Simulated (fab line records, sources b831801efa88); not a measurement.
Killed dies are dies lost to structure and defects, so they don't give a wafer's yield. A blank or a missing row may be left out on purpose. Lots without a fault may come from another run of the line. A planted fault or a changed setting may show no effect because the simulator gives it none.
fab line records | flow sky130
record lots=6 wafers=16 last_day=50
route steps=708 shown VT_ADJUST_LVTN@104 PAD_OPEN@708
lots that met no fault: from a run of the same line without faults
start_h: hours from the record's first day to the start of the lot's first wafer shown | wait_h: hours since the lot's step before | " the same as in the row above | L1.1+2: a row that stands for several wafers | - no value, or no start given | * or withheld: withheld | < > ~ a bound
route shown NAME@n: a module of which the file shows steps, and the number in the route of the first | usual: mean/standard deviation of fault-free wafers | same: alike in all rows | chamber/n: place in a boat | sites: the reading at each site | _std_site: their standard deviation | _edge_site: outer sites' mean less inner sites' | radius_mm: how far each site lies from the wafer's centre | mask NAME#n: copy n | behind: the tool/chamber that last shaped the wafer | hold: why the lot was held/for how many hours/how that ended | device: the transistor (n, p or np) that didn't switch | end of line: the same wafers' tests at the end of the route | a step without rows: its recipe alone | killed: dies lost to structure and defects at the first sort, not the wafer's yield | map: a wafer's dies, x killed, . not, _ none there
set.NAME: the setting as run; set.NAME@STEP: as run at that earlier step | model.NAME: the simulator's own value behind a step, which no gauge read
lots at some steps of the route; a table a step, a row a wafer
services: from which hour (start_h, from the record's first day; less than 0 if before it) a tool's chamber was out of use, for how many hours, and why
## steps
# step SKY_VT_ADJUST_LVTN_OVL_MEAS_07
# usual VT_ADJUST_LVTN_OVL=0.7/1.3
# columns lot.wafer tool chamber start_h wait_h VT_ADJUST_LVTN_OVL[nm]
L543.1 overlay-01 - 179.22 - 1.0
L543.4 " - " " 2.7
L543.5 " - " " 3.3
L549.3 overlay-01 - 226.49 - 0.1
L549.4 " - " " 0.3
L551.1 overlay-02 - 236.92 - 1.9
L551.4 " - " " 0.9
L554.1 overlay-01 - 252.15 - 1.2
L554.4 " - " " 3.9
L554.5 " - " " 1.5
L557.2 overlay-01 - 268.66 - 0.8
L557.3 " - " " -0.7
L557.4 " - " " 0.4
L559.3 overlay-01 - 283.62 - -0.5
L559.5 " - " " -1.2
L559.6 " - " " -1.0
# step SKY_VT_ADJUST_LVTN_IMPLANT_08
# recipe species=B energy_kev=30 dose_cm2=1.57e+12 tilt_deg=withheld
# step SKY_VT_ADJUST_LVTN_STRIP_09
# recipe chemistry=O2/N2 power_w=1400 pressure_mtorr=1500 platen_temp_c=withheld o2_flow_sccm=3000 n2_flow_sccm=300 overash_fraction=0.5
# usual drypump_motor_current_A=5.5/0.3 oes_product_au=0.723/0.005 strip_time_to_endpoint_s=36.94/0.096
# columns lot.wafer tool chamber start_h wait_h drypump_motor_current_A oes_product_au rf_hours_counter_h strip_time_to_endpoint_s
L543.1 plasma_asher-03 1 179.40 0.1 5.2 0.714 37 36.79
L543.4 " 0 " " 5.4 0.721 - 36.82
L543.5 " 0 " " 5.4 0.720 - 36.73
L549.3 plasma_asher-04 0 226.70 0.1 5.7 0.724 - 36.78
L549.4 " 1 " " 5.9 0.718 - 36.77
L551.1 plasma_asher-04 1 237.10 0.1 5.9 0.722 13 36.93
L551.4 " 0 " " 5.7 0.728 - 37.04
L554.1 plasma_asher-03 1 252.34 0.1 5.2 0.730 43 36.92
L554.4 " 0 " " 5.4 0.716 - 36.97
L554.5 " 0 " " 5.4 0.719 - 36.87
L557.2 plasma_asher-04 1 268.84 0.1 5.9 0.728 15 36.87
L557.3 " 0 " " 5.7 0.733 - 36.94
L557.4 " 1 " " 5.9 0.724 - 36.89
L559.3 plasma_asher-03 1 283.82 0.1 5.2 0.728 - 37.07
L559.5 " 1 " " 5.2 0.718 - 36.98
L559.6 " 0 " " 5.4 0.728 - 36.95
# step SKY_VT_ADJUST_LVTN_TW_MEAS_10
# usual VT_ADJUST_LVTN_TW=241.4/1.7
# columns lot.wafer tool chamber start_h wait_h VT_ADJUST_LVTN_TW
L543.1 film_metro-01 - 179.50 0.1 243.7
L543.4 " - " " 244.0
L543.5 " - " " 243.5
L549.3 film_metro-02 - 226.78 0.1 240.3
L549.4 " - " " 239.8
L551.1 film_metro-01 - 237.20 0.1 241.8
L551.4 " - " " 243.2
L554.1 film_metro-04 - 252.44 0.1 241.0
L554.4 " - " " 241.7
L554.5 " - " " 242.2
L557.2 film_metro-04 - 268.95 0.1 240.9
L557.3 " - " " 241.8
L557.4 " - " " 241.7
L559.3 film_metro-04 - 283.91 0.1 241.4
L559.5 " - " " 240.8
L559.6 " - " " 241.9
# step SKY_VT_ADJUST_LVTN_DEHYDRATE_11
# recipe temp_c=200 time_s=60
# step SKY_VT_ADJUST_LVTN_HMDS_12
# recipe prime_time_s=60 prime_temp_c=120
# step SKY_VT_ADJUST_LVTN_COAT_13
# recipe resist=NOVOLAK spin_rpm=3000 resist_thk_nm=1140
# step SKY_VT_ADJUST_LVTN_SOFTBAKE_14
# recipe temp_c=90 time_s=60 resist=NOVOLAK
# step SKY_VT_ADJUST_LVTN_EXPOSE_15
# recipe mask_id=HVN_STD_DERIVED na=0.6 source_shape=conventional sigma_outer=0.6 polarization=unpolarized target_cd_nm=600 dose_mj=163
# step SKY_VT_ADJUST_LVTN_PEB_16
# recipe temp_c=withheld time_s=* resist=NOVOLAK
# step SKY_VT_ADJUST_LVTN_DEVELOP_17
# recipe resist=NOVOLAK developer=TMAH develop_time_s=60 dev_temp_c=23
# step SKY_VT_ADJUST_LVTN_OVL_MEAS_18
# usual VT_ADJUST_LVTN_01_OVL=-0.8/1.3
# columns lot.wafer tool chamber start_h wait_h VT_ADJUST_LVTN_01_OVL[nm]
L543.1 overlay-02 - 200.68 0.1 -1.4
L543.4 " - " " -1.8
L543.5 " - " " -1.9
L549.3 overlay-02 - 250.38 0.1 0.2
L549.4 " - " " 2.8
L551.1 overlay-01 - 260.73 0.1 -1.3
L551.4 " - " " 0.1
L554.1 overlay-02 - 275.27 0.1 -1.6
L554.4 " - " " -0.3
L554.5 " - " " -1.2
L557.2 overlay-01 - 292.51 0.1 -2.3
L557.3 " - " " 0.3
L557.4 " - " " -1.6
L559.3 overlay-01 - 308.54 0.1 -3.2
L559.5 " - " " -2.9
L559.6 " - " " -1.5
# step SKY_VT_ADJUST_LVTN_IMPLANT_19
# recipe species=B energy_kev=30 dose_cm2=6.5e+11 tilt_deg=withheld
# usual beam_on_s=10.03/0.19 dose_ions_cm2=6.499e+11/6.1e+08 faraday_current_uA=3.65/0.067
# columns lot.wafer tool chamber start_h wait_h beam_on_s dose_ions_cm2 faraday_current_uA
L543.1 implanter-02 0 200.71 0.0 9.94 6.504e+11 3.69
L543.4 " 0 " " 9.85 6.5e+11 3.72
L543.5 " 0 " " 10.02 6.504e+11 3.64
L549.3 implanter-02 0 250.45 0.1 13.33 6.511e+11 2.74
L549.4 " 0 " " 13.26 6.503e+11 2.77
L551.1 implanter-02 0 260.76 0.0 9.97 6.494e+11 3.69
L551.4 " 0 " " 13.28 6.491e+11 2.77
L554.1 implanter-03 0 275.30 0.0 9.85 6.493e+11 3.71
L554.4 " 0 " " 9.94 6.488e+11 3.67
L554.5 " 0 " " 10.02 6.494e+11 3.66
L557.2 implanter-03 0 292.57 0.0 10.31 6.511e+11 3.54
L557.3 " 0 " " 10.02 6.503e+11 3.67
L557.4 " 0 " " 9.98 6.503e+11 3.67
L559.3 implanter-03 0 308.61 0.1 10.00 6.505e+11 3.66
L559.5 " 0 " " 10.07 6.497e+11 3.64
L559.6 " 0 " " 10.28 6.494e+11 3.57
# step SKY_VT_ADJUST_LVTN_STRIP_20
# recipe chemistry=O2/N2 power_w=1400 pressure_mtorr=1500 platen_temp_c=withheld o2_flow_sccm=3000 n2_flow_sccm=300 overash_fraction=0.5
# usual drypump_motor_current_A=5.58/0.29 oes_product_au=0.716/0.0047 strip_time_to_endpoint_s=14.19/0.041
# columns lot.wafer tool chamber start_h wait_h drypump_motor_current_A oes_product_au rf_hours_counter_h strip_time_to_endpoint_s
L543.1 plasma_asher-04 0 200.86 0.1 5.70 0.723 8 14.27
L543.4 " 0 " " 5.70 0.711 - 14.24
L543.5 " 1 " " 5.86 0.720 - 14.25
L549.3 plasma_asher-03 0 250.58 0.1 5.37 0.706 - 14.18
L549.4 " 1 " " 5.23 0.724 - 14.18
L551.1 plasma_asher-02 0 260.91 0.1 6.07 0.722 55 14.14
L551.4 " 0 " " 6.05 0.717 - 14.19
L554.1 plasma_asher-03 1 275.45 0.1 5.22 0.716 45 14.17
L554.4 " 0 " " 5.34 0.712 - 14.18
L554.5 " 0 " " 5.37 0.722 - 14.15
L557.2 plasma_asher-04 0 292.69 0.1 5.68 0.709 17 14.25
L557.3 " 1 " " 5.86 0.711 - 14.26
L557.4 " 0 " " 5.68 0.721 - 14.19
L559.3 plasma_asher-03 1 308.75 0.1 5.19 0.718 - 14.16
L559.5 " 1 " " 5.20 0.712 - 14.15
L559.6 " 0 " " 5.38 0.710 - 14.16
# step SKY_VT_ADJUST_LVTN_TW_MEAS_21
# usual VT_ADJUST_LVTN_2_TW=187.5/1.5
# columns lot.wafer tool chamber start_h wait_h hold VT_ADJUST_LVTN_2_TW
L543.1 film_metro-02 - 200.96 0.1 - 186.4
L543.4 " - " " - 186.2
L543.5 " - " " - 186.0
L549.3 film_metro-01 - 250.67 0.1 await_dispo/0.2h/release 203.9
L549.4 " - " " await_dispo/0.2h/release 203.4
L549.3 film_metro-01 - 250.90 0.2 - 203.8
L549.4 " - " " - 203.8
L551.1 film_metro-01 - 261.01 0.1 await_dispo/0.2h/release 188.0
L551.4 " - " " await_dispo/0.2h/release 204.1
L551.1 film_metro-01 - 261.28 0.3 - 188.7
L551.4 " - " " - 204.0
L554.1 film_metro-01 - 275.55 0.1 - 188.8
L554.4 " - " " - 190.2
L554.5 " - " " - 188.8
L557.2 film_metro-04 - 292.80 0.1 - 188.0
L557.3 " - " " - 185.9
L557.4 " - " " - 187.4
L559.3 film_metro-02 - 308.83 0.1 - 185.5
L559.5 " - " " - 184.3
L559.6 " - " " - 185.7
# step SKY_PAD_OPEN_PROBE_99
# usual killed_at_M0_to_M3=44/6.9 killed_at_M4_up=3.3/2.1 killed_at_contacts=24/4.8 killed_at_front_end=15/4.4 killed_at_other=0.2/0.48 killed_dies=87/9.5 killed_open=48/6.5 killed_short=39/6.3
# same gross_dies=492 killed_at_back_side=0
# columns lot.wafer tool chamber start_h wait_h hold killed_at_M0_to_M3 killed_at_M4_up killed_at_contacts killed_at_front_end killed_at_other killed_dies killed_open killed_short
L543.1 prober-02 - 1111.20 0.1 - 50 7 21 22 0 100 49 51
L543.4 prober-02 - 1111.35 0.2 - 44 4 11 17 0 76 34 42
L543.5 prober-02 - 1111.40 0.2 - 31 3 19 25 0 78 44 34
L549.3 prober-02 - 1153.60 0.2 await_dispo/3.3h/release 36 2 28 16 0 82 43 39
L549.4 prober-02 - 1153.65 0.2 await_dispo/3.3h/release 39 4 19 20 0 82 41 41
L551.1 prober-02 - 1161.16 0.1 await_dispo/1.0h/release 52 2 23 10 0 87 49 38
L551.4 prober-02 - 1161.31 0.2 await_dispo/1.0h/release 32 1 21 11 0 65 33 32
L554.1 prober-01 - 1170.30 0.1 - 46 2 33 20 0 101 59 40
L554.4 prober-01 - 1170.45 0.2 - 42 3 25 23 0 93 52 41
L554.5 prober-01 - 1170.50 0.2 - 45 1 21 21 1 89 44 44
L557.2 prober-02 - 1180.05 0.1 - 49 2 23 19 1 94 57 37
L557.3 prober-02 - 1180.10 0.2 - 41 8 24 22 1 96 51 45
L557.4 prober-02 - 1180.15 0.2 - 42 4 37 15 0 98 61 37
L559.3 prober-02 - 1191.35 0.2 - 36 4 23 15 0 78 38 40
L559.5 prober-02 - 1191.45 0.2 - 52 3 20 15 1 91 45 46
L559.6 prober-02 - 1191.50 0.2 - 54 2 21 11 0 88 52 36
# killed by level:class
L543.1 VIA1:geometric_particle:open=11 METAL1:geometric_particle:short=10 FIELD_ISO:geometric_particle:short=7 FIELD_ISO:geometric_particle:open=6 LI_CONTACT:geometric_particle:open=6 LOCAL_INTERCONNECT:geometric_particle:short=6 VIA3:geometric_particle:open=6 POLY_GATE:geometric_particle:open=4
L543.4 METAL1:geometric_particle:short=9 VIA1:geometric_particle:open=8 METAL2:geometric_particle:short=7 FIELD_ISO:geometric_particle:open=5 POLY_GATE:geometric_particle:short=4 VIA1:geometric_particle:short=4 FIELD_ISO:geometric_particle:short=3 VIA2:geometric_particle:open=3
L543.5 LI_CONTACT:geometric_particle:open=8 FIELD_ISO:geometric_particle:short=6 POLY_GATE:geometric_particle:open=6 VIA1:geometric_particle:open=6 METAL1:geometric_particle:short=6 VIA2:geometric_particle:open=5 CONTACT:geometric_particle:open=5 FIELD_ISO:geometric_particle:open=4
L549.3 CONTACT:geometric_particle:open=11 VIA1:geometric_particle:open=10 FIELD_ISO:geometric_particle:short=8 LI_CONTACT:geometric_particle:open=6 METAL1:geometric_particle:short=6 CONTACT:geometric_particle:short=5 FIELD_ISO:geometric_particle:open=4 VIA1:geometric_particle:short=4
L549.4 VIA1:geometric_particle:open=9 VIA2:geometric_particle:open=6 VIA3:geometric_particle:short=6 POLY_GATE:geometric_particle:short=5 CONTACT:geometric_particle:open=5 CONTACT:geometric_particle:short=5 METAL1:geometric_particle:short=5 VIA2:geometric_particle:short=5
L551.1 VIA1:geometric_particle:open=11 VIA3:geometric_particle:open=10 CONTACT:geometric_particle:open=8 VIA2:geometric_particle:open=8 CONTACT:geometric_particle:short=7 VIA3:geometric_particle:short=6 VIA1:geometric_particle:short=5 LI_CONTACT:geometric_particle:open=4
L551.4 VIA2:geometric_particle:open=9 CONTACT:geometric_particle:open=8 CONTACT:geometric_particle:short=8 METAL1:geometric_particle:short=5 VIA3:geometric_particle:open=4 FIELD_ISO:geometric_particle:short=3 VIA1:geometric_particle:open=3 VIA2:geometric_particle:short=3
L554.1 CONTACT:geometric_particle:open=15 VIA1:geometric_particle:open=12 FIELD_ISO:geometric_particle:open=6 VIA1:geometric_particle:short=6 LI_CONTACT:geometric_particle:open=6 VIA2:geometric_particle:open=6 VIA3:geometric_particle:short=6 VIA3:geometric_particle:open=6
L554.4 VIA2:geometric_particle:open=10 CONTACT:geometric_particle:open=9 FIELD_ISO:geometric_particle:open=8 FIELD_ISO:geometric_particle:short=8 LI_CONTACT:geometric_particle:open=7 VIA1:geometric_particle:open=7 CONTACT:geometric_particle:short=5 VIA1:geometric_particle:short=5
L554.5 METAL2:geometric_particle:short=9 METAL1:geometric_particle:short=7 VIA2:geometric_particle:open=7 FIELD_ISO:geometric_particle:short=6 POLY_GATE:geometric_particle:open=6 VIA1:geometric_particle:short=6 VIA1:geometric_particle:open=6 LI_CONTACT:geometric_particle:open=5
L557.2 VIA1:geometric_particle:open=11 VIA2:geometric_particle:open=9 CONTACT:geometric_particle:open=9 FIELD_ISO:geometric_particle:open=7 METAL2:geometric_particle:short=6 LI_CONTACT:geometric_particle:short=5 METAL3:geometric_particle:short=4 LI_CONTACT:geometric_particle:open=4
L557.3 VIA1:geometric_particle:open=11 VIA2:geometric_particle:open=8 LI_CONTACT:geometric_particle:open=8 FIELD_ISO:geometric_particle:short=7 METAL4:geometric_particle:short=7 CONTACT:geometric_particle:open=7 VIA1:geometric_particle:short=5 POLY_GATE:geometric_particle:short=5
L557.4 LI_CONTACT:geometric_particle:open=17 CONTACT:geometric_particle:open=12 VIA2:geometric_particle:open=8 METAL1:geometric_particle:short=7 FIELD_ISO:geometric_particle:open=6 CONTACT:geometric_particle:short=6 VIA1:geometric_particle:open=5 METAL2:geometric_particle:short=5
L559.3 LI_CONTACT:geometric_particle:open=10 FIELD_ISO:geometric_particle:short=6 LOCAL_INTERCONNECT:geometric_particle:short=6 METAL2:geometric_particle:short=6 VIA2:geometric_particle:open=6 VIA1:geometric_particle:open=5 METAL1:geometric_particle:short=4 VIA3:geometric_particle:open=4
L559.5 VIA1:geometric_particle:open=8 METAL1:geometric_particle:short=8 METAL2:geometric_particle:short=8 LI_CONTACT:geometric_particle:open=7 FIELD_ISO:geometric_particle:short=5 FIELD_ISO:geometric_particle:open=5 VIA2:geometric_particle:open=5 VIA2:geometric_particle:short=5
L559.6 VIA1:geometric_particle:open=11 VIA3:geometric_particle:open=8 LI_CONTACT:geometric_particle:open=7 VIA2:geometric_particle:open=7 CONTACT:geometric_particle:open=7 METAL1:geometric_particle:short=5 VIA1:geometric_particle:short=5 FIELD_ISO:geometric_particle:open=4
# map L549.3 (x killed, . not)
__________...x....xx_________
________..x..........._______
______.......x.........._____
_____.xx.....x.x..x...x.x____
____.x..........x.........___
___.x.....x...xx.x.....x...__
__......x.................x._
_.....x........xx....xx......
_x...x..........x.x.x........
_.....x.....x..x.............
_......x...x.......x..x......
_...x.x......x..x.........x.x
_x........x.x.x.........xx...
_...xxx......xx..............
_..x.x.........x......x.x....
__.......x..x..............._
___x.x....x............x.xx__
____x.........x.........x.___
_____.............xx.....____
______..........x....x.x_____
________....xx........_______
__________..xx.....x_________
# map L551.1 (x killed, . not)
__________...x.x..x._________
________.....x........_______
______...........xx.x..x_____
_____x..x.x..............____
____........x............x___
___...x..........x.........__
__....x...........x..x......_
_..x.......x.xx.....xx.x....x
_....x..........x.xxx.......x
_...x....x.x...xx....x...x..x
_...x......x....x............
_......x.....x..x....xx...x..
_..x...xx..x...........x..x.x
_...x..........x......x..x...
_......x..xx..xx.......x.....
__....xx.x.x.........xx....._
___.x.................x..xx__
____...........x..x..xx...___
_____x...x...............____
______.x....x........x.._____
________..x..........._______
__________.......x.._________
## services
# columns tool chamber start_h hours kind
plasma_asher-02 - 155.98 1.5 repair
plasma_asher-03 - 190.02 7.8 repair
implanter-03 - 196.85 13.7 pm
plasma_asher-03 - 198.12 1.5 repair
plasma_asher-03 - 208.38 2.8 pm
plasma_asher-03 - 211.58 2.3 repair
plasma_asher-03 - 217.37 2.9 repair
implanter-03 - 219.53 16.9 repair
plasma_asher-04 - 241.08 2.8 pm
plasma_asher-04 - 244.00 10.5 repair
implanter-03 - 269.59 0.7 repair
implanter-02 - 271.14 4.5 pm
## key
first_sign step=SKY_VT_ADJUST_LVTN_IMPLANT_19 reading=beam_on_s direction=up sigmas=18 usual=10.03 struck=13.29
effect step=SKY_VT_ADJUST_LVTN_IMPLANT_19 reading=faraday_current_uA direction=down sigmas=13 usual=3.65 struck=2.76
effect step=SKY_VT_ADJUST_LVTN_TW_MEAS_21 reading=visit direction=added
effect step=SKY_VT_ADJUST_LVTN_TW_MEAS_21 reading=VT_ADJUST_LVTN_2_TW direction=up sigmas=11 usual=187.5 struck=203.8
effect step=SKY_PAD_OPEN_PROBE_99 reading=hold direction=added
met_at SKY_VT_ADJUST_LVTN_IMPLANT_19
struck_wafers L549.3,L549.4,L551.4
tester_left_out L549,L551
onset_between 200.71 250.45
fault kind=process_parameter_drift tool=implanter-02 chamber=- onset_h=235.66 steps=SKY_VT_ADJUST_LVTN_IMPLANT_19 channel=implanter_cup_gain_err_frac offset=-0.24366 shape=step end_h=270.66 scope=struck_wafers_only
# tester_left_out: of these lots the tester's yield and bins aren't shown, on N5 and GAA mostly nor the transistor test; their killed dies are dies lost to structure and defects alone, not to doping, threshold or leakage, so they don't give the yield
